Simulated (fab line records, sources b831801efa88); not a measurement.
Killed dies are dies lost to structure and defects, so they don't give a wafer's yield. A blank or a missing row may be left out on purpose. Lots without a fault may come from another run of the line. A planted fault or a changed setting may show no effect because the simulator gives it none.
fab line records | flow sfq_line | part 2 of 2: steps 24 to 32 of 32
record lots=5 wafers=15 last_day=94
route steps=325 shown JJ@197 M5@198 A5B@209 R5@212 I5@228
lots that met no fault: from a run of the same line without faults
start_h: hours from the record's first day to the start of the lot's first wafer shown | wait_h: hours since the lot's step before | " the same as in the row above | L1.1+2: a row that stands for several wafers | - no value, or no start given | * or withheld: withheld | < > ~ a bound
route shown NAME@n: a module of which the file shows steps, and the number in the route of the first | usual: mean/standard deviation of fault-free wafers | same: alike in all rows | chamber/n: place in a boat | sites: the reading at each site | _std_site: their standard deviation | _edge_site: outer sites' mean less inner sites' | radius_mm: how far each site lies from the wafer's centre | mask NAME#n: copy n | behind: the tool/chamber that last shaped the wafer | hold: why the lot was held/for how many hours/how that ended | device: the transistor (n, p or np) that didn't switch | end of line: the same wafers' tests at the end of the route | a step without rows: its recipe alone | killed: dies lost to structure and defects at the first sort, not the wafer's yield | map: a wafer's dies, x killed, . not, _ none there
set.NAME: the setting as run; set.NAME@STEP: as run at that earlier step | model.NAME: the simulator's own value behind a step, which no gauge read
lots at some steps of the route; a table a step, a row a wafer
services: from which hour (start_h, from the record's first day; less than 0 if before it) a tool's chamber was out of use, for how many hours, and why
## steps
# step SFQ_TRILAYER_R5_LITHO_EXPOSE_137
# recipe mask_id=R5 na=0.6 source_shape=conventional sigma_outer=0.65 target_cd_nm=500 dose_mj=14.4
# same sigma_outer=0.65
# columns lot.wafer tool chamber start_h wait_h mask
L075.2+3+4 krf_scanner-02 0 1485.34 - R5#0
L077.3+4+6 krf_scanner-01 0 1498.47 - R5#0
L083.2+3+5 krf_scanner-02 0 1541.55 - R5#0
L087.3+5+6 krf_scanner-01 0 1562.97 - R5#0
L092.3+4+5 krf_scanner-01 0 1635.30 - R5#0
# step SFQ_TRILAYER_R5_LITHO_PEB_139
# recipe peb_temp_c=115 peb_time_s=60 resist=KrF
# usual resist_line_temp_C=23.01/0.1
# columns lot.wafer tool chamber start_h wait_h resist_line_temp_C
L075.2 litho_track-03 0 1486.37 0.8 22.96
L075.3 " 0 " " 23.04
L075.4 " 0 " " 23.04
L077.3 litho_track-03 0 1499.32 0.7 22.84
L077.4 " 0 " " 23.14
L077.6 " 0 " " 22.95
L083.2 litho_track-03 0 1542.58 0.8 22.94
L083.3 " 0 " " 22.99
L083.5 " 0 " " 22.96
L087.3 litho_track-02 0 1563.82 0.7 23.14
L087.5 " 0 " " 23.10
L087.6 " 0 " " 23.06
L092.3 litho_track-02 0 1636.15 0.7 23.11
L092.4 " 0 " " 23.08
L092.5 " 0 " " 23.11
# step SFQ_TRILAYER_R5_LITHO_DEVELOP_138
# recipe time_s=60 resist=KrF
# usual resist_line_temp_C=22.99/0.11
# columns lot.wafer tool chamber start_h wait_h resist_line_temp_C
L075.2 litho_track-03 0 1486.52 0.1 23.00
L075.3 " 0 " " 23.10
L075.4 " 0 " " 22.98
L077.3 litho_track-03 0 1499.47 0.1 23.28
L077.4 " 0 " " 23.15
L077.6 " 0 " " 23.13
L083.2 litho_track-03 0 1542.73 0.1 22.98
L083.3 " 0 " " 22.95
L083.5 " 0 " " 22.99
L087.3 litho_track-02 0 1563.97 0.1 23.05
L087.5 " 0 " " 22.82
L087.6 " 0 " " 23.08
L092.3 litho_track-02 0 1636.30 0.1 22.94
L092.4 " 0 " " 23.08
L092.5 " 0 " " 22.96
# step SFQ_R5_OVL_MEAS_935
# usual R5_OVL=2/6
# columns lot.wafer tool chamber start_h wait_h R5_OVL[nm]
L075.2 overlay-02 - 1486.65 0.1 3
L075.3 " - " " 6
L075.4 " - " " 6
L077.3 overlay-01 - 1499.59 0.1 3
L077.4 " - " " 2
L077.6 " - " " 1
L083.2 overlay-02 - 1542.86 0.1 -11
L083.3 " - " " -5
L083.5 " - " " -2
L087.3 overlay-01 - 1564.08 0.1 5
L087.5 " - " " -1
L087.6 " - " " 13
L092.3 overlay-02 - 1636.41 0.1 -6
L092.4 " - " " -7
L092.5 " - " " -2
# step SFQ_TRILAYER_R5_BARC_OPEN_METAL_ETCH_177
# recipe mask_material=PR chemistry=O2 target_depth_nm=125 target=BARC icp_w=600 bias_w=80 pressure_mtorr=10 time_s=41.7
# usual chamber_pressure_mTorr=10.001/0.0099 drypump_motor_current_A=6.0/0.34 oes_product_au=0.686/0.0045
# columns lot.wafer tool chamber start_h wait_h chamber_pressure_mTorr drypump_motor_current_A oes_product_au rf_hours_counter_h
L075.2 rie_metal-02 0 1486.68 0.0 10.000 5.5 0.683 16
L075.3 " 0 " " 10.006 5.5 0.691 -
L075.4 " 1 " " 10.006 6.0 0.683 -
L077.3 rie_metal-03 1 1499.63 0.0 10.010 5.8 0.681 -
L077.4 " 0 " " 10.007 6.3 0.687 -
L077.6 " 0 " " 9.994 6.3 0.678 -
L083.2 rie_metal-04 1 1542.89 0.0 10.009 6.3 0.681 17
L083.3 " 0 " " 9.989 5.7 0.688 -
L083.5 " 0 " " 10.003 5.7 0.684 -
L087.3 rie_metal-04 1 1564.12 0.0 10.007 6.4 0.685 -
L087.5 " 0 " " 10.007 5.7 0.689 -
L087.6 " 1 " " 10.002 6.3 0.692 -
L092.3 rie_metal-04 1 1636.46 0.0 9.997 6.4 0.686 -
L092.4 " 0 " " 10.024 5.7 0.688 -
L092.5 " 0 " " 10.006 5.7 0.684 -
# step SFQ_TRILAYER_R5_ETCH_METAL_ETCH_139
# recipe stop_on=SiO2 mask_material=PR chemistry=Cl2 target_depth_nm=60 icp_w=600 bias_w=80 pressure_mtorr=10 time_s=40
# usual chamber_pressure_mTorr=10.002/0.0096 drypump_motor_current_A=6.0/0.34 oes_product_au=0.988/0.0055
# columns lot.wafer tool chamber start_h wait_h chamber_pressure_mTorr drypump_motor_current_A oes_product_au rf_hours_counter_h
L075.2 rie_metal-02 0 1486.74 0.0 10.003 5.5 0.982 16
L075.3 " 0 " " 9.990 5.5 0.987 -
L075.4 " 1 " " 10.010 6.0 0.984 -
L077.3 rie_metal-03 1 1499.69 0.0 10.005 5.8 0.983 -
L077.4 " 0 " " 10.019 6.3 0.985 -
L077.6 " 0 " " 9.982 6.3 0.991 -
L083.2 rie_metal-04 1 1542.95 0.0 10.016 6.4 0.989 17
L083.3 " 0 " " 9.999 5.7 0.980 -
L083.5 " 0 " " 10.010 5.7 0.980 -
L087.3 rie_metal-04 1 1564.18 0.0 10.000 6.4 0.986 -
L087.5 " 0 " " 10.005 5.7 0.999 -
L087.6 " 1 " " 9.988 6.4 0.985 -
L092.3 rie_metal-04 1 1636.51 0.0 10.004 6.3 0.991 -
L092.4 " 0 " " 10.006 5.7 0.990 -
L092.5 " 0 " " 10.003 5.7 0.991 -
# step SFQ_TRILAYER_R5_STRIP_STRIP_140
# recipe gas=O2 power_w=200 platen_temp_c=40 overash_fraction=0.65 chemistry=O2 pressure_mtorr=50
# usual chamber_pressure_mTorr=50.00/0.049 drypump_motor_current_A=6.0/0.34 oes_product_au=0.994/0.0075
# columns lot.wafer tool chamber start_h wait_h chamber_pressure_mTorr drypump_motor_current_A oes_product_au rf_hours_counter_h
L075.2 rie_metal-02 0 1486.79 0.0 49.99 5.5 0.984 17
L075.3 " 0 " " 49.97 5.5 0.990 -
L075.4 " 1 " " 50.04 6.0 0.985 -
L077.3 rie_metal-03 1 1499.93 0.2 50.07 5.8 0.994 -
L077.4 " 0 " " 50.07 6.3 0.994 -
L077.6 " 0 " " 49.99 6.3 1.009 -
L083.2 rie_metal-04 1 1543.01 0.0 50.01 6.4 1.001 17
L083.3 " 0 " " 50.00 5.7 1.002 -
L083.5 " 0 " " 49.90 5.7 1.003 -
L087.3 rie_metal-04 1 1564.42 0.2 50.04 6.4 1.001 -
L087.5 " 0 " " 50.06 5.7 1.000 -
L087.6 " 1 " " 50.04 6.4 0.993 -
L092.3 rie_metal-04 1 1636.75 0.2 49.98 6.4 1.009 -
L092.4 " 0 " " 49.98 5.7 0.998 -
L092.5 " 0 " " 49.95 5.7 1.005 -
# step SFQ_TRILAYER_R5_STRIP_SOLV_CLEAN_141
# recipe chemistry=NMP temp_c=70 time_s=600
# columns lot.wafer tool chamber start_h wait_h
L075.2+3+4 wet_bench-01 6,3,5 1487.39 0.4
L077.3+4+6 wet_bench-03 6,4,0 1500.33 0.2
L083.2+3+5 wet_bench-03 1,2,5 1543.61 0.4
L087.3+5+6 wet_bench-03 0,2,3 1564.82 0.2
L092.3+4+5 wet_bench-01 6,2,5 1637.15 0.2
# step SFQ_TRILAYER_A5C_DEP_PECVD_142
# recipe material=SiO2 temp_c=150 time_s=15.556 pressure_torr=2.4 rf_w=183.3 precursor=SiH4/N2O target_thk_nm=70
# usual heater_power_w=87/19 throttle_valve_pct=24.6/1.1
# columns lot.wafer tool chamber start_h wait_h heater_power_w throttle_valve_pct
L075.2 pecvd-04 2 1487.59 0.0 90 25.2
L075.3 " 1 " " 130 24.7
L075.4 " 0 " " 76 26.4
L077.3 pecvd-04 1 1500.50 0.0 133 24.7
L077.4 " 1 " " 135 24.5
L077.6 " 0 " " 70 26.2
L083.2 pecvd-02 0 1543.78 0.0 86 24.0
L083.3 " 2 " " 93 23.6
L083.5 " 2 " " 94 23.8
L087.3 pecvd-04 1 1565.17 0.0 130 24.6
L087.5 " 1 " " 135 24.7
L087.6 " 0 " " 75 26.7
L092.3 pecvd-03 2 1637.34 0.0 82 23.9
L092.4 " 2 " " 82 23.9
L092.5 " 1 " " 92 24.8
## services
# columns tool chamber start_h hours kind
krf_scanner-01 - 1194.84 1.3 pm
pvd_sputter-04 - 1197.66 9.9 repair
pvd_sputter-04 - 1218.75 1.4 repair
krf_scanner-01 - 1221.33 1.0 pm
rie_metal-01 - 1233.49 2.8 pm
krf_scanner-01 - 1240.78 0.5 repair
rie_metal-04 1 1249.74 12.6 repair
pvd_sputter-04 - 1280.10 9.1 repair
rie_metal-01 - 1285.56 14.6 repair
pvd_sputter-04 - 1295.16 5.8 repair
krf_scanner-01 - 1305.15 0.8 pm
rie_metal-04 - 1315.15 28.1 pm
wet_bench-03 - 1346.68 0.9 repair
krf_scanner-01 - 1354.60 4.0 pm
krf_scanner-01 - 1370.74 1.3 pm
krf_scanner-01 - 1390.85 1.0 pm
krf_scanner-01 - 1427.75 2.1 repair
rie_metal-01 1 1479.11 9.3 repair
pvd_sputter-04 - 1486.79 4.1 repair
pvd_sputter-04 - 1518.09 2.0 repair
pvd_sputter-04 - 1559.85 4.2 repair
rie_metal-04 - 1571.34 14.6 pm
pvd_sputter-04 - 1579.61 0.9 repair
rie_metal-04 0 1598.16 22.3 repair
